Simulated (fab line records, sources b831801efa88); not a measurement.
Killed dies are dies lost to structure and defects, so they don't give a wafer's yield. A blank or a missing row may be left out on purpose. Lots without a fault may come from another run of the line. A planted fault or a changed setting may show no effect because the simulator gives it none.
fab line records | flow sfq_line
record lots=14 wafers=42 last_day=91
route steps=325 shown M5@206 R5@224 I5@228 C5@248
lots that met no fault: from a run of the same line without faults
start_h: hours from the record's first day to the start of the lot's first wafer shown | wait_h: hours since the lot's step before | " the same as in the row above | L1.1+2: a row that stands for several wafers | - no value, or no start given | * or withheld: withheld | < > ~ a bound
route shown NAME@n: a module of which the file shows steps, and the number in the route of the first | usual: mean/standard deviation of fault-free wafers | same: alike in all rows | chamber/n: place in a boat | sites: the reading at each site | _std_site: their standard deviation | _edge_site: outer sites' mean less inner sites' | radius_mm: how far each site lies from the wafer's centre | mask NAME#n: copy n | behind: the tool/chamber that last shaped the wafer | hold: why the lot was held/for how many hours/how that ended | device: the transistor (n, p or np) that didn't switch | end of line: the same wafers' tests at the end of the route | a step without rows: its recipe alone | killed: dies lost to structure and defects at the first sort, not the wafer's yield | map: a wafer's dies, x killed, . not, _ none there
set.NAME: the setting as run; set.NAME@STEP: as run at that earlier step | model.NAME: the simulator's own value behind a step, which no gauge read
steps of the route over a sample of lots; a table a step, a row a wafer
services: from which hour (start_h, from the record's first day; less than 0 if before it) a tool's chamber was out of use, for how many hours, and why
## steps
# step SFQ_TRILAYER_M5_ETCH_METAL_ETCH_126
# recipe target=Nb stop_on=SiO2 mask_material=PR over_etch_frac=0.15 time_s=203.2 chemistry=Cl2/BCl3 target_depth_nm=265 icp_w=600 bias_w=80 pressure_mtorr=10
# usual chamber_pressure_mTorr=10.000/0.0094 drypump_motor_current_A=5.3/0.42 oes_product_au=0.728/0.0056 rf_fwd_power_W=598.2/2
# columns lot.wafer tool chamber start_h wait_h chamber_pressure_mTorr drypump_motor_current_A oes_product_au rf_fwd_power_W rf_hours_counter_h
L631.1 rie_metal-03 1 1319.15 0.0 10.019 4.9 0.724 600.8 112
L631.4 " 0 " " 10.002 5.6 0.728 597.9 -
L631.6 " 1 " " 9.999 4.9 0.720 599.0 -
L634.1 rie_metal-03 1 1360.08 0.0 9.999 4.9 0.725 599.7 116
L634.4 " 1 " " 9.990 4.9 0.728 595.8 -
L634.6 " 0 " " 9.996 5.6 0.728 597.2 -
L636.2 rie_metal-01 1 1380.48 0.0 9.998 5.0 0.722 595.8 43
L636.3 " 1 " " 9.999 5.0 0.723 597.4 -
L636.5 " 0 " " 9.999 5.8 0.724 598.3 -
L637.2 rie_metal-02 1 1390.08 0.0 10.002 4.8 0.717 595.9 39
L637.3 " 1 " " 9.988 4.8 0.724 595.5 -
L637.4 " 0 " " 9.984 5.8 0.722 595.3 -
L642.1 rie_metal-02 0 1427.44 0.0 10.005 5.8 0.719 597.6 98
L642.2 " 1 " " 9.985 4.8 0.732 595.9 44
L642.5 " 1 " " 10.004 4.8 0.735 594.1 -
L644.1 rie_metal-01 0 1438.20 0.0 10.014 5.8 0.736 595.3 61
L644.2 " 1 " " 10.000 5.0 0.728 598.4 50
L644.4 " 0 " " 9.993 5.8 0.729 596.6 -
L646.1 rie_metal-02 1 1458.52 0.0 9.994 4.8 0.722 599.6 49
L646.4 " 1 " " 10.002 4.8 0.717 598.8 -
L646.6 " 0 " " 9.985 5.8 0.727 599.1 -
L647.1 rie_metal-01 1 1462.12 0.0 10.018 5.0 0.731 602.0 54
L647.3 " 0 " " 10.008 5.8 0.733 595.2 -
L647.6 " 0 " " 9.996 5.8 0.736 596.5 -
L648.1 rie_metal-01 0 1475.73 0.0 10.007 5.9 0.728 596.7 66
L648.3 " 0 " " 9.984 5.8 0.724 597.8 -
L648.6 " 1 " " 10.000 5.0 0.734 599.1 -
L649.2 rie_metal-02 1 1482.98 0.0 9.988 4.8 0.733 600.7 51
L649.5 " 0 " " 9.997 5.8 0.722 599.6 -
L649.6 " 1 " " 10.007 4.8 0.728 600.5 -
L650.2 rie_metal-01 1 1632.14 0.1 10.007 5.0 0.728 598.5 -
L650.3 " 1 " " 10.019 5.0 0.731 600.1 -
L650.5 " 1 " " 10.004 5.0 0.726 598.4 -
L651.2 rie_metal-01 1 1639.34 0.1 10.003 5.0 0.724 599.3 -
L651.3 " 1 " " 9.992 5.0 0.726 599.8 -
L651.6 " 1 " " 9.985 5.0 0.728 598.6 -
L652.1 rie_metal-03 0 1650.04 0.0 10.000 5.6 0.737 599.2 17
L652.2 " 1 " " 9.995 4.9 0.738 598.0 20
L652.6 " 0 " " 9.997 5.7 0.723 600.1 -
L653.1 rie_metal-02 1 1667.15 0.1 9.998 4.8 0.721 597.9 70
L653.2 " 1 " " 9.987 4.8 0.724 596.1 -
L653.4 " 1 " " 10.001 4.9 0.725 596.6 -
# step SFQ_TRILAYER_M5_STRIP_STRIP_127
# recipe gas=O2 power_w=200 platen_temp_c=40 overash_fraction=0.65 chemistry=O2 pressure_mtorr=50
# usual chamber_pressure_mTorr=50.00/0.048 drypump_motor_current_A=5.3/0.41 oes_product_au=0.998/0.0092
# columns lot.wafer tool chamber start_h wait_h chamber_pressure_mTorr drypump_motor_current_A oes_product_au rf_hours_counter_h
L631.1 rie_metal-03 1 1319.35 0.1 49.97 4.9 0.999 112
L631.4 " 0 " " 50.06 5.6 1.007 -
L631.6 " 1 " " 49.96 4.9 0.985 -
L634.1 rie_metal-03 1 1360.27 0.1 50.03 4.9 0.989 116
L634.4 " 1 " " 49.95 4.9 0.998 -
L634.6 " 0 " " 49.98 5.6 1.013 -
L636.2 rie_metal-01 1 1380.67 0.1 50.06 5.0 0.997 43
L636.3 " 1 " " 50.00 5.0 1.000 -
L636.5 " 0 " " 49.99 5.8 1.001 -
L637.2 rie_metal-02 1 1390.27 0.1 50.07 4.8 0.988 39
L637.3 " 1 " " 49.96 4.8 0.988 -
L637.4 " 0 " " 49.97 5.8 1.003 -
L642.1 rie_metal-02 0 1427.63 0.1 50.06 5.8 1.008 98
L642.2 " 1 " " 49.99 4.8 0.989 44
L642.5 " 1 " " 50.02 4.8 0.995 -
L644.1 rie_metal-01 0 1438.40 0.1 49.92 5.8 0.990 61
L644.2 " 1 " " 49.93 5.0 0.986 51
L644.4 " 0 " " 50.04 5.8 0.992 -
L646.1 rie_metal-02 1 1458.71 0.1 49.98 4.8 0.989 49
L646.4 " 1 " " 50.08 4.8 0.998 -
L646.6 " 0 " " 49.97 5.8 1.005 -
L647.1 rie_metal-01 1 1462.31 0.1 49.97 5.0 0.966 54
L647.3 " 0 " " 50.06 5.8 0.996 -
L647.6 " 0 " " 49.95 5.8 0.991 -
L648.1 rie_metal-01 0 1475.92 0.1 49.96 5.8 1.009 66
L648.3 " 0 " " 50.05 5.8 1.009 -
L648.6 " 1 " " 49.96 5.0 0.994 -
L649.2 rie_metal-02 1 1483.17 0.1 49.98 4.8 0.978 52
L649.5 " 0 " " 50.07 5.8 1.009 -
L649.6 " 1 " " 50.06 4.8 0.974 -
L650.2 rie_metal-01 1 1632.66 0.5 50.03 5.0 1.007 -
L650.3 " 1 " " 49.96 5.0 0.995 -
L650.5 " 1 " " 50.01 5.0 0.991 -
L651.2 rie_metal-01 1 1639.86 0.5 49.95 5.0 1.000 -
L651.3 " 1 " " 49.98 5.0 0.996 -
L651.6 " 1 " " 49.88 5.0 0.999 -
L652.1 rie_metal-03 0 1650.30 0.2 49.97 5.6 1.003 17
L652.2 " 0 " " 49.97 5.7 1.002 -
L652.6 " 0 " " 49.99 5.6 1.000 -
L653.1 rie_metal-02 1 1667.54 0.3 49.95 4.8 0.980 70
L653.2 " 1 " " 50.00 4.8 0.970 -
L653.4 " 1 " " 49.97 4.8 0.982 -
# step SFQ_TRILAYER_R5_BARC_OPEN_METAL_ETCH_177
# recipe mask_material=PR chemistry=O2 target_depth_nm=125 target=BARC icp_w=600 bias_w=80 pressure_mtorr=10 time_s=41.7
# usual chamber_pressure_mTorr=10.000/0.0092 drypump_motor_current_A=5.4/0.48 oes_product_au=0.685/0.0045 rf_fwd_power_W=593.1/2.3
# columns lot.wafer tool chamber start_h wait_h chamber_pressure_mTorr drypump_motor_current_A oes_product_au rf_fwd_power_W rf_hours_counter_h
L631.1 rie_metal-01 1 1482.58 0.0 10.001 5.0 0.687 599.1 57
L631.4 " 1 " " 10.010 5.0 0.692 596.2 -
L631.6 " 0 " " 9.983 5.8 0.683 595.6 -
L634.1 rie_metal-03 1 1517.51 0.0 10.005 4.9 0.679 591.5 5
L634.4 " 0 " " 9.997 5.6 0.687 590.4 -
L634.6 " 1 " " 9.994 4.9 0.687 592.3 -
L636.2 rie_metal-03 1 1531.91 0.0 9.995 5.0 0.681 593.8 6
L636.3 " 1 " " 10.008 5.0 0.684 595.1 -
L636.5 " 1 " " 10.004 4.9 0.689 594.1 -
L637.2 rie_metal-04 0 1539.11 0.0 10.002 5.0 0.686 594.4 71
L637.3 " 1 " " 10.006 6.2 0.687 592.7 -
L637.4 " 0 " " 9.991 5.1 0.675 596.2 -
L642.1 rie_metal-04 1 1577.51 0.0 9.999 6.2 0.692 592.0 41
L642.2 " 0 " " 10.002 5.0 0.687 595.5 76
L642.5 " 1 " " 10.008 6.2 0.681 592.0 -
L644.1 rie_metal-01 0 1588.31 0.0 9.987 5.9 0.682 594.6 79
L644.2 " 1 " " 10.005 5.0 0.687 594.7 70
L644.4 " 1 " " 10.006 5.0 0.676 595.8 -
L646.1 rie_metal-04 1 1600.31 0.0 9.995 6.2 0.681 592.2 44
L646.4 " 0 " " 9.997 5.0 0.692 591.4 -
L646.6 " 0 " " 9.982 5.0 0.677 594.3 -
L647.1 rie_metal-03 0 1604.30 0.0 10.003 5.6 0.680 591.7 12
L647.3 " 1 " " 9.990 4.9 0.688 594.3 -
L647.6 " 1 " " 10.007 4.9 0.685 595.6 -
L648.1 rie_metal-04 0 1615.91 0.0 10.003 5.0 0.692 597.1 81
L648.3 " 1 " " 9.992 6.2 0.691 589.0 -
L648.6 " 0 " " 10.005 5.0 0.683 593.1 -
L649.2 rie_metal-04 1 1623.55 0.0 9.988 6.2 0.678 588.9 48
L649.5 " 0 " " 9.996 5.0 0.685 590.3 -
L649.6 " 1 " " 10.005 6.2 0.683 592.2 -
L650.2 rie_metal-04 0 1640.81 0.0 10.002 5.0 0.683 595.2 85
L650.3 " 0 " " 9.999 5.0 0.686 596.0 -
L650.5 " 1 " " 9.993 6.2 0.690 592.3 -
L651.2 rie_metal-01 1 1648.46 0.0 9.978 5.0 0.685 595.2 81
L651.3 " 0 " " 9.994 5.8 0.681 591.4 -
L651.6 " 1 " " 9.997 5.0 0.682 593.3 -
L652.1 rie_metal-03 0 1658.83 0.0 9.993 5.6 0.687 591.9 19
L652.2 " 0 " " 9.988 5.7 0.681 591.4 -
L652.6 " 0 " " 9.989 5.7 0.685 590.0 -
L653.1 rie_metal-04 0 1675.89 0.0 9.995 5.0 0.689 589.2 88
L653.2 " 1 " " 9.992 6.2 0.696 590.0 53
L653.4 " 0 " " 10.013 5.0 0.688 594.3 -
# step SFQ_TRILAYER_A5C_DEP_PECVD_142
# recipe material=SiO2 temp_c=150 time_s=15.556 pressure_torr=2.4 rf_w=183.3 precursor=SiH4/N2O target_thk_nm=70
# usual heater_power_w=83/9.1 rf_fwd_power_W=179.6/1.1 susceptor_temp_C=150.00/0.16 throttle_valve_pct=24.7/2.1
# columns lot.wafer tool chamber start_h wait_h heater_power_w rf_fwd_power_W susceptor_temp_C throttle_valve_pct
L631.1 pecvd-04 0 1483.48 0.0 93 180.7 150.05 28.8
L631.4 " 1 " " 73 180.4 149.82 23.9
L631.6 " 2 " " 90 179.2 149.89 24.3
L634.1 pecvd-04 2 1518.40 0.0 85 - - 24.2
L634.4 " 0 " " 90 181.0 150.05 28.7
L634.6 " 1 " " 83 - - 24.2
L636.2 pecvd-02 1 1532.80 0.0 83 179.3 150.11 21.7
L636.3 " 2 " " 94 179.4 150.05 22.8
L636.5 " 0 " " 84 180.7 150.00 22.8
L637.2 pecvd-04 1 1540.00 0.0 82 - - 24.3
L637.3 " 0 " " 82 180.6 149.94 28.6
L637.4 " 1 " " 82 180.4 149.79 24.1
L642.1 pecvd-03 0 1578.40 0.0 75 180.0 150.24 25.1
L642.2 " 2 " " 62 178.9 150.04 26.3
L642.5 " 2 " " 63 178.4 149.74 26.5
L644.1 pecvd-02 0 1589.22 0.0 81 180.5 150.17 22.9
L644.2 " 2 " " 94 179.3 149.68 22.7
L644.4 " 2 " " 94 178.4 150.02 23.0
L646.1 pecvd-03 2 1601.20 0.0 59 179.8 150.07 26.2
L646.4 " 2 " " 59 180.0 149.96 26.5
L646.6 " 1 " " 79 178.7 150.12 25.8
L647.1 pecvd-04 1 1605.43 0.0 81 179.9 149.93 23.9
L647.3 " 0 " " 90 181.6 150.01 28.6
L647.6 " 1 " " 80 179.6 149.83 24.1
L648.1 pecvd-04 1 1616.80 0.0 80 180.9 150.12 24.0
L648.3 " 0 " " 92 180.6 150.07 28.7
L648.6 " 2 " " 94 178.7 149.99 24.4
L649.2 pecvd-03 1 1624.45 0.0 84 179.6 150.35 25.7
L649.5 " 1 " " 85 178.7 150.26 25.9
L649.6 " 2 " " 59 179.2 150.13 26.6
L650.2 pecvd-02 1 1641.70 0.0 77 179.1 150.00 21.5
L650.3 " 2 " " 91 179.3 150.22 22.8
L650.5 " 2 " " 90 179.4 150.16 23.0
L651.2 pecvd-03 1 1649.35 0.0 81 180.2 150.13 25.5
L651.3 " 2 " " 60 180.1 150.27 26.4
L651.6 " 0 " " 84 178.4 150.13 25.3
L652.1 pecvd-04 2 1660.44 0.0 94 178.6 149.73 24.4
L652.2 " 0 " " 91 180.9 150.00 28.5
L652.6 " 0 " " 91 180.9 149.95 28.5
L653.1 pecvd-04 1 1676.78 0.0 78 180.6 149.90 24.3
L653.2 " 2 " " 94 178.6 150.19 24.6
L653.4 " 1 " " 82 180.5 149.98 24.1
# step SFQ_TRILAYER_C5_ETCH_VIA_ETCH_154
# recipe target=SiO2 mask_material=PR chemistry=CHF3 target_depth_nm=84 source_w=500 bias_w=80 pressure_mtorr=30 time_s=withheld stop_on=Nb
# usual chamber_pressure_mTorr=29.998/0.028 drypump_motor_current_A=5.6/0.37 oes_product_au=0.895/0.0078 rf_fwd_power_W=495.6/2.3
# columns lot.wafer tool chamber start_h wait_h chamber_pressure_mTorr drypump_motor_current_A oes_product_au rf_fwd_power_W
L631.1 rie_diel-03 3 1664.67 0.0 29.954 4.9 0.887 498.3
L631.4 " 0 " " 29.990 4.8 0.901 493.6
L631.6 " 2 " " 30.012 5.7 0.895 495.8
L634.1 rie_diel-04 2 1756.67 0.0 29.996 5.4 0.829 493.1
L634.4 " 1 " " 30.013 5.8 0.909 498.9
L634.6 " 2 " " 29.999 5.4 0.843 492.9
L636.2 rie_diel-04 0 1778.27 0.0 30.023 5.7 0.894 493.4
L636.3 " 3 " " 29.982 5.7 0.893 495.5
L636.5 " 0 " " 30.032 5.7 0.898 495.2
L637.2 rie_diel-04 3 1783.27 0.0 30.039 5.7 0.828 495.5
L637.3 " 0 " " 30.052 5.7 0.895 500.2
L637.4 " 2 " " 29.962 5.4 0.893 491.5
L642.1 rie_diel-03 2 1809.89 0.0 29.981 5.7 0.884 495.8
L642.2 " 0 " " 30.013 4.8 0.888 491.4
L642.5 " 1 " " 29.994 5.6 0.886 494.8
L644.1 rie_diel-02 0 1827.89 0.0 30.000 5.9 0.893 498.2
L644.2 " 2 " " 30.018 5.7 0.897 494.7
L644.4 " 3 " " 29.994 6.4 0.916 496.2
L646.1 rie_diel-03 0 1838.82 0.0 29.988 4.8 0.895 493.6
L646.4 " 3 " " 30.015 4.9 0.902 499.0
L646.6 " 1 " " 29.984 5.6 0.908 494.1
L647.1 rie_diel-02 0 1842.42 0.0 30.003 5.8 0.888 498.0
L647.3 " 1 " " 30.041 5.4 0.896 497.2
L647.6 " 1 " " 29.946 5.4 0.905 495.6
L648.1 rie_diel-03 0 1850.98 0.0 30.034 4.8 0.897 494.6
L648.3 " 2 " " 30.021 5.7 0.899 497.6
L648.6 " 2 " " 30.009 5.6 0.892 496.3
L649.2 rie_diel-02 2 1855.78 0.0 30.073 5.7 0.894 495.0
L649.5 " 3 " " 30.000 6.4 0.889 492.8
L649.6 " 2 " " 29.994 5.7 0.894 493.9
L650.2 rie_diel-04 1 1865.38 0.0 30.030 5.8 0.884 496.3
L650.3 " 2 " " 30.000 5.4 0.906 492.3
L650.5 " 2 " " 30.002 5.4 0.903 491.8
L651.2 rie_diel-04 2 1873.78 0.0 29.954 5.4 0.892 490.5
L651.3 " 0 " " 30.037 5.7 0.875 498.5
L651.6 " 2 " " 30.021 5.4 0.896 493.6
L652.1 rie_diel-03 3 1878.58 0.0 29.927 4.9 0.885 494.8
L652.2 " 0 " " 30.003 4.8 0.890 491.8
L652.6 " 2 " " 30.006 5.7 0.895 498.3
L653.1 rie_diel-04 2 1882.18 0.0 29.985 5.4 0.882 493.8
L653.2 " 0 " " 29.994 5.7 0.874 497.9
L653.4 " 1 " " 29.994 5.8 0.896 497.7
## services
# columns tool chamber start_h hours kind
rie_metal-02 1 1315.02 5.8 repair
rie_metal-04 - 1352.83 28.1 pm
rie_metal-04 - 1382.93 0.5 repair
pecvd-04 1 1397.98 9.0 repair
pecvd-04 2 1427.33 16.7 repair
pecvd-04 - 1440.88 2.8 pm
rie_metal-03 1 1441.72 19.1 repair
rie_metal-04 - 1469.06 1.0 repair
rie_metal-02 - 1479.87 2.8 pm
rie_metal-04 1 1489.88 6.7 repair
rie_metal-02 - 1496.50 0.5 repair
pecvd-04 2 1505.21 4.4 repair
rie_metal-01 - 1517.06 2.8 pm
rie_metal-01 0 1577.70 3.8 repair
rie_metal-02 - 1624.69 14.6 pm
rie_metal-01 0 1624.73 22.1 repair
rie_metal-03 - 1627.91 14.6 pm
rie_metal-01 0 1651.97 2.0 repair
pecvd-04 - 1686.25 14.0 pm
rie_metal-03 0 1705.11 4.5 repair
rie_metal-03 - 1705.53 1.1 repair
rie_metal-03 - 1712.25 2.8 pm
pecvd-04 - 1777.69 14.6 pm
rie_metal-02 1 1857.09 10.3 repair
## key
first_sign step=SFQ_TRILAYER_C5_ETCH_VIA_ETCH_154 reading=oes_product_au direction=down sigmas=7.9 usual=0.895 struck=0.833
effect none on later readings
met_at SFQ_TRILAYER_A5C_DEP_PECVD_142
struck_lots L634,L637
struck_wafers L634.1,L634.6,L637.2
not_acting_at SFQ_TRILAYER_M5_ETCH_METAL_ETCH_126,SFQ_TRILAYER_M5_STRIP_STRIP_127,SFQ_TRILAYER_R5_BARC_OPEN_METAL_ETCH_177
onset_between 1483.48 1518.40
fault kind=process_parameter_drift tool=pecvd-04 chamber=- onset_h=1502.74 steps=SFQ_TRILAYER_A5C_DEP_PECVD_142 channel=time_s offset=* shape=step end_h=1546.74 scope=struck_wafers_only acts_in=* stated=*
